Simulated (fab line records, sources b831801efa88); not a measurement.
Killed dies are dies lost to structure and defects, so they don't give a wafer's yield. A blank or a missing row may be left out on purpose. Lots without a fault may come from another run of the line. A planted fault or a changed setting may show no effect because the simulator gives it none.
Which tool did it? | flow gf180mcu | 6 lots, 18 wafers sampled, at 3 steps of a route of 602

WHAT THE GAUGES READ, wafer by wafer
GF_V4_THK_MEAS_03.
lot  | measured     | on            | V4_CVD_02_THK (nm)
L526 | day 23 21:33 | film_metro-02 | 850 860 853
L528 | day 24 10:31 | film_metro-03 | 850 845 862
L532 | day 25 17:34 | film_metro-02 | 850 849 874
L534 | day 26 15:13 | film_metro-04 | 840 858 856
L543 | day 29 07:24 | film_metro-04 | 824 827 831
L548 | day 30 13:05 | film_metro-02 | 849 856 855

WHICH TOOL RAN EACH LOT (tool, then ch and the chambers of the sampled wafers, then the start)
lot  | GF_M4_METAL_ETCH_16               | GF_M4_STRIP_17
L526 | rie_metal-03 ch 1, day 23 20:43   | plasma_asher-03 ch 0,1, day 23 20:49
L528 | rie_metal-03 ch 0,1, day 24 09:40 | plasma_asher-02 ch 0,1, day 24 09:46
L532 | rie_metal-01 ch 0,1, day 25 16:43 | plasma_asher-04 ch 0,1, day 25 16:49
L534 | rie_metal-01 ch 0,1, day 26 14:21 | plasma_asher-02 ch 0,1, day 26 14:28
L543 | rie_metal-03 ch 0,1, day 29 06:34 | plasma_asher-03 ch 0,1, day 29 06:40
L548 | rie_metal-01 ch 0,1, day 30 12:13 | plasma_asher-03 ch 0,1, day 30 12:19
- GF_M4_METAL_ETCH_16: etches the open film in Cl2/BCl3, stops on SiO2, target depth 627.5 nm, time 104.6 s.
- GF_M4_STRIP_17: strips in O2/N2.

THE ANSWER, worked out from the rows above alone
Rule: what is usual is taken from the lots themselves. Put in order of their means at a reading, lots are off if they are a third of the lots or fewer, leave a main group of 4 or more, and stand apart from it by a gap of 3 or more times the standard deviation of the main group's means; of several such gaps the widest counts. A main group whose means are all the same, to the digits that the tables above print for the reading, isn't used. A lot without any number at a reading at which 4 lots or more have one is off too. The other lots that the step has rows for count as sound.
Off: L543, at GF_V4_THK_MEAS_03 (V4_CVD_02_THK). The main group: mean 854 nm, standard deviation 2.2.
A tool fits if, at a process step before that reading, it ran every lot that is off, and no sound lot after the first of them. The gauges at GF_V4_THK_MEAS_03 are tried like those tools. Can't be told from this: 2 tools fit, rie_metal-03 at GF_M4_METAL_ETCH_16, film_metro-04 at GF_V4_THK_MEAS_03.

WHAT THE SIMULATOR HAD PUT IN
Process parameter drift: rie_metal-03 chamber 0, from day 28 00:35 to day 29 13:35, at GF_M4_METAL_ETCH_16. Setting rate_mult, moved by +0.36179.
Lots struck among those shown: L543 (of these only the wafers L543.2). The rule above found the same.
